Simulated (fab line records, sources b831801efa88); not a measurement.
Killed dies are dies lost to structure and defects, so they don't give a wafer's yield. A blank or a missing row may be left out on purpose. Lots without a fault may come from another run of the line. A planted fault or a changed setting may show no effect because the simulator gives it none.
fab line records | flow sky130
record lots=7 wafers=21 last_day=49
route steps=708 shown POLY_GATE@219 LDD_N@237 LDD_P@255 PAD_OPEN@708
lots that met no fault: from a run of the same line without faults
start_h: hours from the record's first day to the start of the lot's first wafer shown | wait_h: hours since the lot's step before | " the same as in the row above | L1.1+2: a row that stands for several wafers | - no value, or no start given | * or withheld: withheld | < > ~ a bound
route shown NAME@n: a module of which the file shows steps, and the number in the route of the first | usual: mean/standard deviation of fault-free wafers | same: alike in all rows | chamber/n: place in a boat | sites: the reading at each site | _std_site: their standard deviation | _edge_site: outer sites' mean less inner sites' | radius_mm: how far each site lies from the wafer's centre | mask NAME#n: copy n | behind: the tool/chamber that last shaped the wafer | hold: why the lot was held/for how many hours/how that ended | device: the transistor (n, p or np) that didn't switch | end of line: the same wafers' tests at the end of the route | a step without rows: its recipe alone | killed: dies lost to structure and defects at the first sort, not the wafer's yield | map: a wafer's dies, x killed, . not, _ none there
set.NAME: the setting as run; set.NAME@STEP: as run at that earlier step | model.NAME: the simulator's own value behind a step, which no gauge read
lots at some steps of the route; a table a step, a row a wafer
services: from which hour (start_h, from the record's first day; less than 0 if before it) a tool's chamber was out of use, for how many hours, and why
## steps
# step SKY_POLY_GATE_DEHYDRATE_05
# recipe temp_c=200 time_s=60
# step SKY_POLY_GATE_HMDS_06
# recipe prime_time_s=60 prime_temp_c=120
# step SKY_POLY_GATE_COAT_07
# recipe resist=BARC temp_c=withheld time_s=withheld spin_rpm=3000 resist_thk_nm=110
# step SKY_POLY_GATE_COAT_08
# recipe resist=KrF-thick spin_rpm=3000 resist_thk_nm=450
# step SKY_POLY_GATE_SOFTBAKE_09
# recipe temp_c=100 time_s=90 resist=KrF-thick
# step SKY_POLY_GATE_EXPOSE_10
# recipe mask_id=P1M na=0.68 source_shape=conventional sigma_outer=0.6 target_cd_nm=150 dose_mj=28
# step SKY_POLY_GATE_PEB_11
# recipe peb_temp_c=withheld peb_time_s=withheld resist=KrF-thick
# step SKY_POLY_GATE_DEVELOP_12
# recipe develop_time_s=60 resist=KrF-thick dev_temp_c=21
# step SKY_POLY_GATE_CD_MEAS_13
# recipe target_cd_nm=150
# usual cd_nm=150.4/1.4
# columns lot.wafer tool chamber start_h wait_h cd_nm
L247.1 cd_sem-01 - 366.09 - 149.6
L247.5 " - " " 149.7
L247.6 " - " " 150.6
L251.1 cd_sem-01 - 402.19 - 149.7
L251.3 " - " " 150.9
L251.5 " - " " 149.5
L253.3 cd_sem-01 - 421.93 - 150.8
L253.5 " - " " 150.6
L253.6 " - " " 151.0
L263.1 cd_sem-01 - 509.29 - 151.9
L263.2 " - " " 151.5
L263.4 " - " " 151.9
L264.1 cd_sem-01 - 528.55 - 149.1
L264.4 " - " " 148.7
L264.6 " - " " 148.4
L267.3 cd_sem-02 - 542.39 - 150.6
L267.4 " - " " 152.0
L267.6 " - " " 151.3
L268.2 cd_sem-01 - 547.15 - 148.9
L268.3 " - " " 149.7
L268.5 " - " " 150.3
# step SKY_POLY_GATE_OVL_MEAS_14
# usual POLY_GATE_OVL=0/6.2
# columns lot.wafer tool chamber start_h wait_h POLY_GATE_OVL[nm]
L247.1 overlay-01 - 366.21 0.1 -1
L247.5 " - " " 3
L247.6 " - " " 7
L251.1 overlay-02 - 402.31 0.1 2
L251.3 " - " " -4
L251.5 " - " " 3
L253.3 overlay-02 - 422.02 0.1 -7
L253.5 " - " " -7
L253.6 " - " " -3
L263.1 overlay-01 - 509.41 0.1 -10
L263.2 " - " " 3
L263.4 " - " " -1
L264.1 overlay-01 - 528.67 0.1 1
L264.4 " - " " -8
L264.6 " - " " -8
L267.3 overlay-02 - 542.49 0.1 3
L267.4 " - " " 3
L267.6 " - " " 7
L268.2 overlay-01 - 547.26 0.1 2
L268.3 " - " " 4
L268.5 " - " " 13
# step SKY_POLY_GATE_ETCH_15
# recipe chemistry=N2/H2 target=BARC ion_energy_ev=200 source_w=500 bias_w=100 pressure_mtorr=30 n2_flow_sccm=100 h2_flow_sccm=200 stop_on=SiO2 time_s=118.5 target_depth_a=1100
# usual drypump_motor_current_A=5.64/0.28 h2_flow_sccm=200.0/0.56 oes_product_au=0.716/0.0046 throttle_valve_pct=13.212/0.0094
# columns lot.wafer tool chamber start_h wait_h drypump_motor_current_A h2_flow_sccm oes_product_au rf_hours_counter_h throttle_valve_pct
L247.1 rie_diel-02 1 366.25 0.0 5.31 199.5 0.715 68 13.217
L247.5 " 3 " " 6.22 199.8 0.714 - 13.212
L247.6 " 2 " " 5.98 200.6 0.711 - 13.213
L251.1 rie_diel-02 1 402.35 0.0 5.34 200.3 0.717 70 13.231
L251.3 " 2 " " 5.99 200.2 0.716 107 13.222
L251.5 " 1 " " 5.30 200.2 0.707 - 13.203
L253.3 rie_diel-03 2 422.05 0.0 5.78 199.9 0.718 12 13.220
L253.5 " 2 " " 5.76 200.0 0.721 - 13.226
L253.6 " 3 " " 5.36 200.4 0.712 - 13.221
L263.1 rie_diel-04 2 509.44 0.0 5.46 199.7 0.712 5 13.205
L263.2 " 3 " " 5.63 200.0 0.717 21 13.207
L263.4 " 1 " " 5.67 199.3 0.721 61 13.227
L264.1 rie_diel-02 1 528.71 0.0 5.37 200.8 0.713 72 13.187
L264.4 " 0 " " 5.56 200.7 0.720 4 13.213
L264.6 " 0 " " 5.56 200.2 0.712 - 13.210
L267.3 rie_diel-04 1 542.51 0.0 5.69 198.4 0.705 62 13.208
L267.4 " 3 " " 5.61 200.3 0.716 22 13.208
L267.6 " 0 " " 5.77 200.3 0.722 - 13.221
L268.2 rie_diel-03 0 547.29 0.0 5.07 199.3 0.721 69 13.214
L268.3 " 2 " " 5.73 200.0 0.716 15 13.201
L268.5 " 0 " " 5.05 200.1 0.713 - 13.219
# step SKY_POLY_GATE_ETCH_16
# recipe stop_on=poly-Si chemistry=CH3F/O2 target=Si3N4 source_w=400 bias_w=80 pressure_mtorr=25 ch3f_flow_sccm=40 O2_flow_sccm=30 time_s=144.9 target_depth_a=750
# usual drypump_motor_current_A=5.63/0.27 oes_product_au=0.650/0.0047 throttle_valve_pct=10.535/0.0084
# columns lot.wafer tool chamber start_h wait_h drypump_motor_current_A oes_product_au rf_hours_counter_h throttle_valve_pct
L247.1 rie_diel-02 1 366.33 0.0 5.31 0.646 68 10.514
L247.5 " 3 " " 6.19 0.645 - 10.524
L247.6 " 2 " " 5.94 0.650 - 10.529
L251.1 rie_diel-02 1 402.43 0.0 5.28 0.653 70 10.533
L251.3 " 2 " " 5.95 0.650 107 10.530
L251.5 " 1 " " 5.29 0.644 - 10.528
L253.3 rie_diel-03 2 422.13 0.0 5.77 0.656 12 10.538
L253.5 " 2 " " 5.76 0.649 - 10.547
L253.6 " 3 " " 5.37 0.652 - 10.546
L263.1 rie_diel-04 2 509.53 0.0 5.46 0.646 5 10.511
L263.2 " 3 " " 5.62 0.655 21 10.534
L263.4 " 1 " " 5.68 0.649 61 10.533
L264.1 rie_diel-02 1 528.79 0.0 5.28 0.657 72 10.527
L264.4 " 0 " " 5.55 0.657 5 10.538
L264.6 " 0 " " 5.55 0.655 - 10.533
L267.3 rie_diel-04 1 542.59 0.0 5.66 0.648 62 10.533
L267.4 " 3 " " 5.62 0.651 22 10.522
L267.6 " 0 " " 5.74 0.648 - 10.549
L268.2 rie_diel-03 0 547.37 0.0 5.06 0.651 69 10.537
L268.3 " 2 " " 5.71 0.645 15 10.544
L268.5 " 0 " " 5.10 0.647 - 10.551
# step SKY_POLY_GATE_ETCH_17
# recipe target_depth_nm=180 stop_on=SiO2 over_etch_frac=0.56667 chemistry=HBr/Cl2 target=poly-Si icp_w=400 bias_w=100 pressure_mtorr=10 HBr_flow_sccm=150 Cl2_flow_sccm=50 time_s=70.5
# usual drypump_motor_current_A=5.7/0.44 oes_product_au=0.980/0.011 throttle_valve_pct=33.684/0.0089
# columns lot.wafer tool chamber start_h wait_h drypump_motor_current_A oes_product_au rf_hours_counter_h throttle_valve_pct
L247.1 rie_si-01 0 366.43 0.1 6.4 0.987 4 33.691
L247.5 " 3 " " 5.3 0.963 - 33.685
L247.6 " 0 " " 6.4 0.984 - 33.682
L251.1 rie_si-02 0 402.53 0.1 5.7 0.985 4 33.673
L251.3 " 1 " " 6.2 0.975 2 33.677
L251.5 " 3 " " 5.8 0.979 - 33.679
L253.3 rie_si-02 3 422.23 0.1 5.8 0.990 6 33.672
L253.5 " 0 " " 5.8 0.995 - 33.705
L253.6 " 3 " " 5.8 0.997 - 33.679
L263.1 rie_si-02 3 509.63 0.1 5.8 0.976 7 33.683
L263.2 " 2 " " 5.4 0.979 1 33.679
L263.4 " 1 " " 6.2 0.974 2 33.676
L264.1 rie_si-02 0 528.89 0.1 5.8 0.983 5 33.679
L264.4 " 3 " " 5.8 0.990 7 33.677
L264.6 " 3 " " 5.8 0.986 - 33.690
L267.3 rie_si-02 1 542.69 0.1 6.2 0.974 3 33.685
L267.4 " 2 " " 5.4 0.973 1 33.683
L267.6 " 3 " " 5.8 0.982 - 33.685
L268.2 rie_si-01 1 547.47 0.1 5.5 0.983 25 33.693
L268.3 " 2 " " 5.1 0.991 4 33.684
L268.5 " 0 " " 6.4 0.991 - 33.675
# step SKY_POLY_GATE_STRIP_18
# recipe chemistry=O2/N2 power_w=1400 pressure_mtorr=1500 platen_temp_c=withheld o2_flow_sccm=3000 n2_flow_sccm=300 overash_fraction=0.5
# usual drypump_motor_current_A=5.83/0.27 oes_product_au=0.361/0.0049 strip_time_to_endpoint_s=3.18/0.06
# columns lot.wafer tool chamber start_h wait_h drypump_motor_current_A oes_product_au rf_hours_counter_h strip_time_to_endpoint_s
L247.1 plasma_asher-04 1 366.48 0.0 5.79 0.358 67 3.13
L247.5 " 1 " " 5.79 0.374 - 3.32
L247.6 " 0 " " 6.20 0.361 - 3.18
L251.1 plasma_asher-04 0 402.58 0.0 6.16 0.358 71 3.16
L251.3 " 1 " " 5.79 0.360 - 3.25
L251.5 " 0 " " 6.17 0.355 - 3.18
L253.3 plasma_asher-02 1 422.32 0.1 5.47 0.358 - 3.07
L253.5 " 0 " " 5.72 0.354 - 3.08
L253.6 " 1 " " 5.47 0.359 - 3.15
L263.1 plasma_asher-01 1 509.68 0.0 5.45 0.359 37 3.10
L263.2 " 0 " " 6.01 0.364 37 3.15
L263.4 " 1 " " 5.43 0.354 - 3.14
L264.1 plasma_asher-01 1 528.95 0.0 5.42 0.363 39 3.13
L264.4 " 0 " " 6.03 0.366 - 3.23
L264.6 " 1 " " 5.45 0.366 - 3.29
L267.3 plasma_asher-01 1 542.78 0.1 5.45 0.355 - 3.18
L267.4 " 0 " " 6.01 0.360 - 3.18
L267.6 " 1 " " 5.44 0.362 - 3.20
L268.2 plasma_asher-02 1 547.52 0.0 5.49 0.361 76 3.24
L268.3 " 0 " " 5.73 0.355 - 3.10
L268.5 " 0 " " 5.72 0.364 - 3.23
# step SKY_POLY_GATE_CLEAN_19
# recipe chemistry=SC1/SC2 mix=1:4:20 temp_c=70 time_s=150 dry=n2_spin
# step SKY_POLY_GATE_OXIDATION_20
# recipe temp_c=850 ambient=O2 stabilise_s=600 purge_s=300 target_thk_a=40 ox_time_s=899
# step SKY_POLY_GATE_THK_MEAS_21
# recipe reads=SiO2_of_POLY_GATE_OXIDATION_20
# usual POLY_GATE_OXIDATION_THK=4.01/0.084
# columns lot.wafer tool chamber start_h wait_h POLY_GATE_OXIDATION_THK[nm]
L247.1 film_metro-02 - 368.59 0.0 3.92
L247.5 " - " " 4.03
L247.6 " - " " 4.06
L251.1 film_metro-03 - 405.03 0.0 4.07
L251.3 " - " " 3.96
L251.5 " - " " 4.02
L253.3 film_metro-04 - 424.43 0.0 3.82
L253.5 " - " " 3.97
L253.6 " - " " 3.98
L263.1 film_metro-03 - 511.09 0.0 4.20
L263.2 " - " " 4.06
L263.4 " - " " 4.11
L264.1 film_metro-02 - 530.35 0.0 4.10
L264.4 " - " " 4.03
L264.6 " - " " 4.13
L267.3 film_metro-02 - 544.17 0.0 3.95
L267.4 " - " " 4.08
L267.6 " - " " 3.99
L268.2 film_metro-03 - 549.07 0.0 4.06
L268.3 " - " " 4.05
L268.5 " - " " 4.06
# step SKY_POLY_GATE_CD_MEAS_22
# usual cd_nm=150.2/2.7
# columns lot.wafer tool chamber start_h wait_h cd_nm
L247.1 cd_sem-02 - 368.65 0.1 149.2
L247.5 " - " " 148.3
L247.6 " - " " 151.4
L251.1 cd_sem-02 - 405.09 0.1 148.2
L251.3 " - " " 151.4
L251.5 " - " " 151.0
L253.3 cd_sem-01 - 424.53 0.1 148.3
L253.5 " - " " 145.4
L253.6 " - " " 151.5
L263.1 cd_sem-02 - 511.19 0.1 152.0
L263.2 " - " " 153.2
L263.4 " - " " 153.4
L264.1 cd_sem-01 - 530.41 0.1 146.1
L264.4 " - " " 148.1
L264.6 " - " " 149.0
L267.3 cd_sem-01 - 544.26 0.1 146.6
L267.4 " - " " 155.0
L267.6 " - " " 147.3
L268.2 cd_sem-02 - 549.15 0.1 151.4
L268.3 " - " " 148.2
L268.5 " - " " 152.1
# step SKY_LDD_N_DEHYDRATE_00
# recipe temp_c=200 time_s=60
# step SKY_LDD_N_HMDS_01
# recipe prime_time_s=60 prime_temp_c=120
# step SKY_LDD_N_COAT_02
# recipe resist=NOVOLAK spin_rpm=3000 resist_thk_nm=300
# step SKY_LDD_N_SOFTBAKE_03
# recipe temp_c=90 time_s=60 resist=NOVOLAK
# step SKY_LDD_N_EXPOSE_04
# recipe mask_id=NTM target_cd_nm=840 na=0.6 source_shape=conventional sigma_outer=0.6 dose_mj=110
# step SKY_LDD_N_PEB_05
# recipe temp_c=withheld time_s=* resist=NOVOLAK
# step SKY_LDD_N_DEVELOP_06
# recipe develop_time_s=60 dev_temp_c=23
# step SKY_LDD_N_OVL_MEAS_07
# usual LDD_N_OVL=-0.8/1.2
# columns lot.wafer tool chamber start_h wait_h LDD_N_OVL[nm]
L247.1 overlay-01 - 397.52 0.1 -1.1
L247.5 " - " " -2.6
L247.6 " - " " -0.4
L251.1 overlay-01 - 435.78 0.1 0.2
L251.3 " - " " 0.2
L251.5 " - " " 0.0
L253.3 overlay-02 - 455.14 0.1 -0.4
L253.5 " - " " -0.9
L253.6 " - " " -1.0
L263.1 overlay-01 - 540.33 0.1 -0.3
L263.2 " - " " 0.6
L263.4 " - " " 0.3
L264.1 overlay-01 - 559.88 0.1 -0.3
L264.4 " - " " 0.4
L264.6 " - " " 1.2
L267.3 overlay-02 - 573.63 0.1 -1.1
L267.4 " - " " 0.6
L267.6 " - " " 0.9
L268.2 overlay-02 - 578.54 0.1 -0.9
L268.3 " - " " -0.3
L268.5 " - " " -2.2
# step SKY_LDD_N_IMPLANT_08
# recipe species=As energy_kev=20 dose_cm2=7.5e+13 tilt_deg=withheld rotation_deg=23
# step SKY_LDD_N_IMPLANT_09
# recipe species=As energy_kev=20 dose_cm2=7.5e+13 tilt_deg=withheld rotation_deg=113
# step SKY_LDD_N_IMPLANT_10
# recipe species=As energy_kev=20 dose_cm2=7.5e+13 tilt_deg=withheld rotation_deg=203
# step SKY_LDD_N_IMPLANT_11
# recipe species=As energy_kev=20 dose_cm2=7.5e+13 tilt_deg=withheld rotation_deg=293
# step SKY_LDD_N_IMPLANT_12
# recipe species=BF2 energy_kev=50 dose_cm2=5e+12 tilt_deg=30 rotation_deg=0
# step SKY_LDD_N_IMPLANT_13
# recipe species=BF2 energy_kev=50 dose_cm2=5e+12 tilt_deg=30 rotation_deg=90
# step SKY_LDD_N_IMPLANT_14
# recipe species=BF2 energy_kev=50 dose_cm2=5e+12 tilt_deg=30 rotation_deg=180
# step SKY_LDD_N_IMPLANT_15
# recipe species=BF2 energy_kev=50.59 dose_cm2=5e+12 tilt_deg=30 rotation_deg=270
# step SKY_LDD_N_STRIP_16
# recipe chemistry=O2/N2 power_w=1400 pressure_mtorr=1500 platen_temp_c=withheld o2_flow_sccm=3000 n2_flow_sccm=300 overash_fraction=0.5
# usual drypump_motor_current_A=5.51/0.26 oes_product_au=0.407/0.0047 strip_time_to_endpoint_s=4.317/0.014
# columns lot.wafer tool chamber start_h wait_h drypump_motor_current_A oes_product_au rf_hours_counter_h strip_time_to_endpoint_s
L247.1 plasma_asher-01 0 398.75 0.1 5.98 0.405 27 4.322
L247.5 " 0 " " 5.98 0.406 - 4.317
L247.6 " 1 " " 5.44 0.406 - 4.308
L251.1 plasma_asher-02 1 437.02 0.1 5.49 0.413 65 4.305
L251.3 " 1 " " 5.48 0.407 - 4.313
L251.5 " 1 " " 5.49 0.404 - 4.302
L253.3 plasma_asher-02 0 456.40 0.1 5.71 0.411 - 4.314
L253.5 " 1 " " 5.49 0.409 - 4.313
L253.6 " 0 " " 5.73 0.408 - 4.328
L263.1 plasma_asher-03 1 541.57 0.1 5.13 0.408 12 4.314
L263.2 " 0 " " 5.64 0.400 12 4.288
L263.4 " 0 " " 5.61 0.403 - 4.298
L264.1 plasma_asher-03 0 561.42 0.1 5.64 0.404 14 4.328
L264.4 " 1 " " 5.13 0.409 - 4.344
L264.6 " 0 " " 5.64 0.401 - 4.334
L267.3 plasma_asher-03 0 574.88 0.1 5.63 0.407 - 4.306
L267.4 " 1 " " 5.17 0.404 - 4.335
L267.6 " 0 " " 5.62 0.411 - 4.336
L268.2 plasma_asher-03 1 579.77 0.1 5.13 0.403 15 4.298
L268.3 " 1 " " 5.14 0.406 - 4.307
L268.5 " 0 " " 5.65 0.409 - 4.317
# step SKY_LDD_N_TW_MEAS_17
# usual LDD_N_TW=2586/21
# columns lot.wafer tool chamber start_h wait_h LDD_N_TW
L247.1 film_metro-01 - 398.85 0.1 2592
L247.5 " - " " 2593
L247.6 " - " " 2590
L251.1 film_metro-03 - 437.12 0.1 2589
L251.3 " - " " 2591
L251.5 " - " " 2608
L253.3 film_metro-01 - 456.49 0.1 2591
L253.5 " - " " 2598
L253.6 " - " " 2590
L263.1 film_metro-03 - 541.67 0.1 2618
L263.2 " - " " 2593
L263.4 " - " " 2603
L264.1 film_metro-02 - 561.52 0.1 2589
L264.4 " - " " 2596
L264.6 " - " " 2582
L267.3 film_metro-02 - 574.97 0.1 2583
L267.4 " - " " 2561
L267.6 " - " " 2563
L268.2 film_metro-03 - 579.88 0.1 2616
L268.3 " - " " 2615
L268.5 " - " " 2633
# step SKY_LDD_P_DEHYDRATE_00
# recipe temp_c=200 time_s=60
# step SKY_LDD_P_HMDS_01
# recipe prime_time_s=60 prime_temp_c=120
# step SKY_LDD_P_COAT_02
# recipe resist=NOVOLAK spin_rpm=3000 resist_thk_nm=1140
# step SKY_LDD_P_SOFTBAKE_03
# recipe temp_c=90 time_s=60 resist=NOVOLAK
# step SKY_LDD_P_EXPOSE_04
# recipe mask_id=PSDM na=0.6 source_shape=conventional sigma_outer=0.6 polarization=unpolarized target_cd_nm=380 dose_mj=138
# step SKY_LDD_P_PEB_05
# recipe temp_c=withheld time_s=* resist=NOVOLAK
# step SKY_PAD_OPEN_PROBE_99
# usual killed_at_M0_to_M3=42/7.1 killed_at_M4_up=3.0/1.7 killed_at_contacts=25/5 killed_at_front_end=16/4.4 killed_at_other=0.5/1.4 killed_dies=87/9.2 killed_open=47/6.2 killed_short=39/6.6
# same gross_dies=492 killed_at_back_side=0
# columns lot.wafer tool chamber start_h wait_h killed_at_M0_to_M3 killed_at_M4_up killed_at_contacts killed_at_front_end killed_at_other killed_dies killed_open killed_short
L247.1 prober-01 - 1069.79 0.1 46 3 24 20 1 94 56 38
L247.5 prober-01 - 1069.99 0.2 52 2 20 11 2 87 47 39
L247.6 prober-01 - 1070.04 0.2 47 0 20 13 0 80 44 36
L263.1 prober-02 - 1162.26 0.1 43 6 21 78 1 149 43 44
L263.2 prober-02 - 1162.31 0.1 33 4 16 38 0 91 42 28
L263.4 prober-02 - 1162.41 0.2 38 0 21 57 0 116 48 25
L264.1 prober-01 - 1175.93 0.1 34 1 22 35 0 92 34 39
L264.4 prober-01 - 1176.08 0.2 44 2 38 74 0 158 48 47
L264.6 prober-01 - 1176.18 0.2 42 3 21 89 0 155 45 45
L267.3 prober-02 - 1179.70 0.2 34 2 18 68 0 122 35 41
L267.4 prober-02 - 1179.75 0.2 34 0 25 35 0 94 44 31
L267.6 prober-02 - 1179.85 0.2 35 0 27 72 0 134 38 35
# killed by level:class
L247.1 VIA1:geometric_particle:open=14 CONTACT:geometric_particle:open=9 LI_CONTACT:geometric_particle:open=7 VIA1:geometric_particle:short=7 VIA2:geometric_particle:open=7 VIA3:geometric_particle:open=6 FIELD_ISO:geometric_particle:short=5 POLY_GATE:geometric_particle:short=5
L247.5 VIA1:geometric_particle:open=13 LI_CONTACT:geometric_particle:open=7 CONTACT:geometric_particle:open=7 VIA3:geometric_particle:open=7 POLY_GATE:geometric_particle:short=6 VIA2:geometric_particle:open=6 METAL2:geometric_particle:short=5 CONTACT:geometric_particle:short=4
L247.6 VIA1:geometric_particle:open=12 CONTACT:geometric_particle:open=10 METAL1:geometric_particle:short=7 VIA3:geometric_particle:open=6 FIELD_ISO:geometric_particle:short=4 LI_CONTACT:geometric_particle:short=4 LI_CONTACT:geometric_particle:open=4 VIA1:geometric_particle:short=4
L263.1 POLY_GATE:unspecified=61 CONTACT:geometric_particle:open=10 VIA3:geometric_particle:open=8 METAL1:geometric_particle:short=7 FIELD_ISO:geometric_particle:short=6 VIA1:geometric_particle:open=6 METAL4:geometric_particle:short=6 METAL2:geometric_particle:short=5
L263.2 POLY_GATE:unspecified=21 VIA1:geometric_particle:open=10 CONTACT:geometric_particle:open=8 POLY_GATE:geometric_particle:open=7 METAL2:geometric_particle:short=6 VIA3:geometric_particle:open=4 FIELD_ISO:geometric_particle:short=3 LI_CONTACT:geometric_particle:short=3
L263.4 POLY_GATE:unspecified=43 CONTACT:geometric_particle:open=10 VIA1:geometric_particle:open=9 VIA3:geometric_particle:open=7 METAL1:geometric_particle:short=5 VIA1:geometric_particle:short=5 VIA2:geometric_particle:open=5 FIELD_ISO:geometric_particle:open=4
L264.1 POLY_GATE:unspecified=19 CONTACT:geometric_particle:open=8 VIA1:geometric_particle:open=7 CONTACT:geometric_particle:short=5 VIA2:geometric_particle:open=5 VIA3:geometric_particle:short=5 POLY_GATE:geometric_particle:short=4 POLY_GATE:geometric_particle:open=4
L264.4 POLY_GATE:unspecified=63 CONTACT:geometric_particle:open=14 CONTACT:geometric_particle:short=11 METAL2:geometric_particle:short=10 VIA1:geometric_particle:open=9 VIA3:geometric_particle:open=8 METAL1:geometric_particle:short=6 LI_CONTACT:geometric_particle:open=5
L264.6 POLY_GATE:unspecified=65 FIELD_ISO:geometric_particle:short=10 LI_CONTACT:geometric_particle:open=7 METAL2:geometric_particle:short=6 VIA3:geometric_particle:open=6 METAL1:geometric_particle:short=6 VIA1:geometric_particle:open=5 LOCAL_INTERCONNECT:geometric_particle:short=5
L267.3 POLY_GATE:unspecified=45 FIELD_ISO:geometric_particle:short=9 CONTACT:geometric_particle:open=7 FIELD_ISO:geometric_particle:open=5 METAL1:geometric_particle:short=4 VIA2:geometric_particle:short=4 VIA2:geometric_particle:open=4 METAL3:geometric_particle:short=4
L267.4 POLY_GATE:unspecified=19 CONTACT:geometric_particle:open=9 VIA2:geometric_particle:open=8 VIA1:geometric_particle:open=7 FIELD_ISO:geometric_particle:open=6 VIA3:geometric_particle:short=5 LI_CONTACT:geometric_particle:open=5 LOCAL_INTERCONNECT:geometric_particle:short=5
L267.6 POLY_GATE:unspecified=61 CONTACT:geometric_particle:open=10 LI_CONTACT:geometric_particle:open=6 CONTACT:geometric_particle:short=6 VIA3:geometric_particle:open=5 VIA1:geometric_particle:short=5 FIELD_ISO:geometric_particle:open=4 FIELD_ISO:geometric_particle:short=4
# map L263.1 (x killed, . not)
__________.....xx..._________
________..xx..x......._______
______x..x....x.x......._____
_____..x..x.........xx...____
____.x..x......x..........___
___..x.......xx.x..x.......__
__.........x..........x..xx._
_......x........x........xx..
_.x...x....x...xxxxxxx.....x.
_............xxxxxxx.x....x..
_......x...xxxxxxxxx.x......x
_..x.....xxxxxxxxxxx.....x...
_...x.x...x.xxxxxxxxxx.x.....
_.x.x......x.xxxxxxxxxx......
_x.x.x....xxxxxxxxx...x...xx.
__.x.......xxxxxxxxxx...x.x._
___.....x.......x..........__
____..xx........x..x..xx..___
_____.................x.x____
______.................._____
________.x..xx.xx.x..._______
__________.x...x..xx_________
# map L264.4 (x killed, . not)
__________......x..x_________
________.xx..........._______
______.x.............x.._____
_____..x..x.xx.....x...x.____
____............x.........___
___.x..x....x.x......x....x__
__...........x..x.....xx...._
_xx...x..x..x.x....xx........
_.x...x...xx.xxxxxx.........x
_x...x...x..xxxxxxxxx.......x
_x.x......xxxxxxxxxx..xx....x
_.........xxxxxxxxxxxx....x..
_x....x.....xxxxxxxxx.x..x...
_......x..x.xxxxxxxxxx.....x.
_x......xx..xxxxxxx.xxx...xx.
__.x........x..x.xx.....x..x_
___x........x....x.x.......__
____.xxx....x..x..........___
_____.x..x.........x.x..x____
______...x....x.x...x.xx_____
________....x.x..x..x._______
__________x.x......x_________
## services
# columns tool chamber start_h hours kind
rie_si-02 2 345.30 10.4 repair
rie_si-01 1 351.05 11.0 repair
rie_si-01 0 362.30 3.7 repair
plasma_asher-01 - 366.33 2.8 pm
rie_diel-04 - 380.82 1.0 repair
rie_diel-03 - 382.14 14.6 pm
rie_diel-02 2 389.33 8.5 repair
rie_diel-04 0 390.06 60.3 repair
plasma_asher-03 - 394.86 2.5 repair
plasma_asher-03 - 421.25 9.0 pm
rie_diel-02 - 441.14 28.1 pm
plasma_asher-01 - 449.20 7.6 pm
plasma_asher-03 - 449.67 0.4 repair
rie_si-02 2 454.22 6.3 repair
rie_si-02 0 468.01 15.4 repair
plasma_asher-02 - 474.45 1.3 repair
rie_diel-02 - 485.26 2.8 pm
rie_si-02 - 492.30 0.7 repair
rie_diel-02 3 511.70 6.4 repair
plasma_asher-02 - 520.88 7.9 repair
rie_diel-03 - 526.51 2.8 pm
rie_diel-04 2 526.64 4.4 repair
plasma_asher-03 - 527.54 0.8 repair
rie_diel-03 2 563.24 22.8 repair
## key
first_sign step=SKY_PAD_OPEN_PROBE_99 reading=killed_at_front_end direction=up sigmas=10 usual=16 struck=61
effect step=SKY_PAD_OPEN_PROBE_99 reading=killed_dies direction=up sigmas=4 usual=87 struck=123 wafers_moved=7
met_at SKY_POLY_GATE_ETCH_17
struck_wafers L263.1,L263.2,L263.4,L264.1,L264.4,L264.6,L267.3,L267.4,L267.6
tester_left_out L263,L264,L267
onset_between 422.23 509.63
also_fits SKY_POLY_GATE_STRIP_18:plasma_asher-01
fault kind=chamber_particle_source tool=rie_si-02 chamber=- onset_h=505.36 steps=SKY_POLY_GATE_ETCH_17 rate_per_visit_cm2=1.5403 end_h=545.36
# tester_left_out: of these lots the tester's yield and bins aren't shown, on N5 and GAA mostly nor the transistor test; their killed dies are dies lost to structure and defects alone, not to doping, threshold or leakage, so they don't give the yield
